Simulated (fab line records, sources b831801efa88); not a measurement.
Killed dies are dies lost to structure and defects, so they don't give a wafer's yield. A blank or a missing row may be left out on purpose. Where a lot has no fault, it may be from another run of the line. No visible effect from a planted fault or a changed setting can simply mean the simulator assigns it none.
Matching of chambers || flow gf180mcu || GF_STI_CVD_23 on hdpcvd-02 has 3 sister chambers
The step deposits SiO2, target thk 650 nm, time 108.3 s. 3 wafers are shown with their chamber, then 7 later ones without.

## WAFERS WITH THEIR CHAMBER
{"wafer": "L138.5", "chamber": 1, "pressure mtorr (mTorr)": 5.989}
{"wafer": "L139.2", "chamber": 0, "pressure mtorr (mTorr)": 6.019}
{"wafer": "L139.3", "chamber": 2, "pressure mtorr (mTorr)": 5.994}

## WAFERS MISSING THEIR CHAMBER
{"wafer": "L139.5", "pressure mtorr (mTorr)": 6.016}
{"wafer": "L145.1", "pressure mtorr (mTorr)": 5.998}
{"wafer": "L145.2", "pressure mtorr (mTorr)": 5.984}
{"wafer": "L145.6", "pressure mtorr (mTorr)": 5.999}
{"wafer": "L156.1", "pressure mtorr (mTorr)": 6.011}
{"wafer": "L156.2", "pressure mtorr (mTorr)": 6.016}
{"wafer": "L156.6", "pressure mtorr (mTorr)": 6.025}

## THE CHAMBER EACH PASSED THROUGH
{"wafer": "L139.5", "from the rows above": 0, "in truth": 0}
{"wafer": "L145.1", "from the rows above": "can't be placed: 2 or 1", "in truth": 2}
{"wafer": "L145.2", "from the rows above": "can't be placed: 1 or 2", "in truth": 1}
{"wafer": "L145.6", "from the rows above": "can't be placed: 2 or 1", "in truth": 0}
{"wafer": "L156.1", "from the rows above": "can't be placed: 0 or 2", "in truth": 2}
{"wafer": "L156.2", "from the rows above": 0, "in truth": 0}
{"wafer": "L156.6", "from the rows above": 0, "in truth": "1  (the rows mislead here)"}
2 of 7 placed correctly. Unplaceable from these rows: 4, with the true chamber sitting among the candidates in 3. Wrongly placed: 1.
How it was worked out, from the rows above alone: a wafer's distance from a chamber is the root of the sum, over the readings, of the square of ((its reading less the chamber's mean) divided by the reading's scatter). The wafer belongs to the nearest chamber; if the next one is less than 2 further off, it can't be placed. Each chamber's mean is taken over the wafers shown for it. The scatter: root of mean squared gap, hidden wafer to nearest shown wafer, with one shown wafer a chamber.
